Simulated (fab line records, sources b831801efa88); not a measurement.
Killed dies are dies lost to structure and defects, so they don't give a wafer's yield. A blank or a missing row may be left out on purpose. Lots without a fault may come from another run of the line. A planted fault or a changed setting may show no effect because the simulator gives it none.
Which tool did it? | flow sky130 | 11 lots, 33 wafers sampled, at 4 steps of a route of 708

WHAT THE GAUGES READ, wafer by wafer
SKY_VT_ADJUST_NCORE_TW_MEAS_11.
lot  | measured     | on            | VT_ADJUST_NCORE_TW
L615 | day 8 11:17  | film_metro-01 | 216.3 215.8 216.6
L616 | day 8 17:32  | film_metro-04 | 219.7 218.8 219.0
L618 | day 9 09:56  | film_metro-03 | 219.5 221.6 220.0
L620 | day 10 01:13 | film_metro-03 | 220.9 222.5 220.8
L622 | day 10 15:28 | film_metro-01 | 230.2 228.0 228.4
L627 | day 12 00:22 | film_metro-01 | 226.2 226.8 227.2
L634 | day 14 12:53 | film_metro-01 | 217.3 218.1 217.1
L635 | day 14 17:10 | film_metro-03 | 219.7 219.2 220.4
L636 | day 14 21:50 | film_metro-04 | 219.3 218.7 218.7
L637 | day 15 09:37 | film_metro-04 | 218.7 218.8 217.5
L638 | day 15 06:05 | film_metro-01 | 217.7 217.5 216.0

WHICH TOOL RAN EACH LOT (tool, then ch and the chambers of the sampled wafers, then the start)
lot  | SKY_FIELD_ISO_ETCH_17           | SKY_FIELD_ISO_CMP_27         | SKY_VT_ADJUST_NCORE_IMPLANT_09
L615 | rie_si-02 ch 0,2, day 2 05:45   | cmp-01 ch 0,1,2, day 2 09:08 | implanter-02 ch 0, day 8 11:02
L616 | rie_si-02 ch 0,2, day 2 11:29   | cmp-01 ch 0,2,3, day 2 14:46 | implanter-01 ch 0, day 8 17:19
L618 | rie_si-01 ch 0,2, day 2 21:03   | cmp-02 ch 0,1, day 3 01:34   | implanter-02 ch 0, day 9 09:43
L620 | rie_si-01 ch 0,1,2, day 3 07:44 | cmp-02 ch 2,3, day 3 12:13   | implanter-01 ch 0, day 10 00:59
L622 | rie_si-02 ch 0,1, day 3 17:46   | cmp-01 ch 1,3, day 3 23:05   | implanter-01 ch 0, day 10 15:14
L627 | rie_si-02 ch 0,1,3, day 4 20:11 | cmp-01 ch 0,1,2, day 4 23:27 | implanter-01 ch 0, day 12 00:08
L634 | rie_si-02 ch 0,3, day 6 06:13   | cmp-02 ch 0,2,3, day 6 15:46 | implanter-01 ch 0, day 14 12:38
L635 | rie_si-02 ch 1,2, day 6 16:11   | cmp-02 ch 0,2,3, day 6 21:29 | implanter-01 ch 0, day 14 16:55
L636 | rie_si-01 ch 0,1,2, day 6 19:40 | cmp-02 ch 0,1,3, day 7 00:27 | implanter-03 ch 0, day 14 21:36
L637 | rie_si-02 ch 0,3, day 7 05:02   | cmp-01 ch 0,2,3, day 7 09:33 | implanter-01 ch 0, day 15 09:22
L638 | rie_si-01 ch 0,2, day 7 06:17   | cmp-01 ch 0,2, day 7 09:46   | implanter-03 ch 0, day 15 05:50
- SKY_FIELD_ISO_ETCH_17: etches Si in HBr/Cl2/O2, target depth 342 nm, time 97.7 s.
- SKY_FIELD_ISO_CMP_27: polishes, stops on Si3N4, t overpolish 16 s, target thk 457.8 nm.
- SKY_VT_ADJUST_NCORE_IMPLANT_09

WHAT THE TOOLS THEMSELVES READ (means of the sampled wafers that have a number; where no wafer has one, the mark that the record gives instead)
SKY_FIELD_ISO_ETCH_17.
lot  | tool      | O2_flow_sccm (sccm) | drypump_motor_current_A (A) | oes_product_au (a.u.) | throttle_valve_pct (%)
L615 | rie_si-02 | 6.004               | 5.7                         | 1.000                 | 25.650
L616 | rie_si-02 | 6.008               | 5.3                         | 1.007                 | 25.640
L618 | rie_si-01 | 6.004               | 5.5                         | 0.995                 | 25.659
L620 | rie_si-01 | 5.992               | 5.8                         | 1.001                 | 25.658
L622 | rie_si-02 | 6.010               | 5.1                         | 1.016                 | 25.643
L627 | rie_si-02 | 5.997               | 5.5                         | 1.002                 | 25.652
L634 | rie_si-02 | 6.001               | 5.2                         | 1.024                 | 25.640
L635 | rie_si-02 | 6.014               | 5.9                         | 0.994                 | 25.661
L636 | rie_si-01 | 6.007               | 5.8                         | 1.005                 | 25.664
L637 | rie_si-02 | 6.017               | 5.2                         | 1.017                 | 25.650
L638 | rie_si-01 | 5.991               | 5.5                         | 0.993                 | 25.662

SKY_FIELD_ISO_CMP_27.
lot  | tool   | motor_current_A (A) | overpolish_run_s (s) | slurry_filter_dp_kPa (kPa) | time_to_endpoint_s (s)
L615 | cmp-01 | 11.3                | 16.010               | 13.57                      | 112
L616 | cmp-01 | 12.7                | 15.992               | 13.51                      | 112
L618 | cmp-02 | 12.4                | 16.007               | 13.50                      | 110
L620 | cmp-02 | 11.3                | 16.000               | 13.47                      | 120
L622 | cmp-01 | 12.7                | 16.000               | 13.52                      | 108
L627 | cmp-01 | 11.5                | 16.000               | 13.45                      | 114
L634 | cmp-02 | 11.7                | 16.000               | 13.40                      | 111
L635 | cmp-02 | 11.6                | 15.998               | 13.44                      | 113
L636 | cmp-02 | 12.4                | 16.000               | 13.57                      | 109
L637 | cmp-01 | 12.3                | 15.996               | 13.49                      | 111
L638 | cmp-01 | 12.0                | 16.000               | 13.39                      | 114

SKY_VT_ADJUST_NCORE_IMPLANT_09.
lot  | tool         | beam_energy_keV | beam_on_s (s) | faraday_current_uA
L615 | implanter-02 | 9.999           | 9.70          | 13.9
L616 | implanter-01 | 10.001          | 10.15         | 13.3
L618 | implanter-02 | 10.001          | 9.90          | 13.7
L620 | implanter-01 | 9.998           | 10.08         | 13.4
L622 | implanter-01 | 10.000          | 11.74         | 11.5
L627 | implanter-01 | 10.000          | 11.77         | 11.5
L634 | implanter-01 | 10.003          | 10.12         | 13.4
L635 | implanter-01 | 10.003          | 10.15         | 13.2
L636 | implanter-03 | 9.999           | 10.17         | 13.3
L637 | implanter-01 | 10.003          | 10.11         | 13.4
L638 | implanter-03 | 9.998           | 9.95          | 13.7

THE ANSWER, worked out from the rows above alone
Rule: what is usual is taken from the lots themselves. Put in order of their means at a reading, lots are off if they are a third of the lots or fewer, leave a main group of 4 or more, and stand apart from it by a gap of 3 or more times the standard deviation of the main group's means; of several such gaps the widest counts. A main group whose means are all the same, to the digits that the tables above print for the reading, isn't used. A lot without any number at a reading at which 4 lots or more have one is off too. The other lots that the step has rows for count as sound. The gauges are gone through in route order, then the tools' own readings, and for those a lot's mean is taken as printed above. The first step at which some lot is off is used, and at that step the reading that is off furthest; a lot without a number counts as furthest.
Off: L622, L627, at SKY_VT_ADJUST_NCORE_TW_MEAS_11 (VT_ADJUST_NCORE_TW). The main group: mean 218.7, standard deviation 1.6.
A tool fits if, at a process step before that reading, it ran every lot that is off, and no sound lot after the first of them. The gauges at SKY_VT_ADJUST_NCORE_TW_MEAS_11 aren't tried: what is off there is off at SKY_VT_ADJUST_NCORE_IMPLANT_09 too, on other tools, and a gauge's error can't cause that. None of those tried fits.

WHAT THE SIMULATOR HAD PUT IN
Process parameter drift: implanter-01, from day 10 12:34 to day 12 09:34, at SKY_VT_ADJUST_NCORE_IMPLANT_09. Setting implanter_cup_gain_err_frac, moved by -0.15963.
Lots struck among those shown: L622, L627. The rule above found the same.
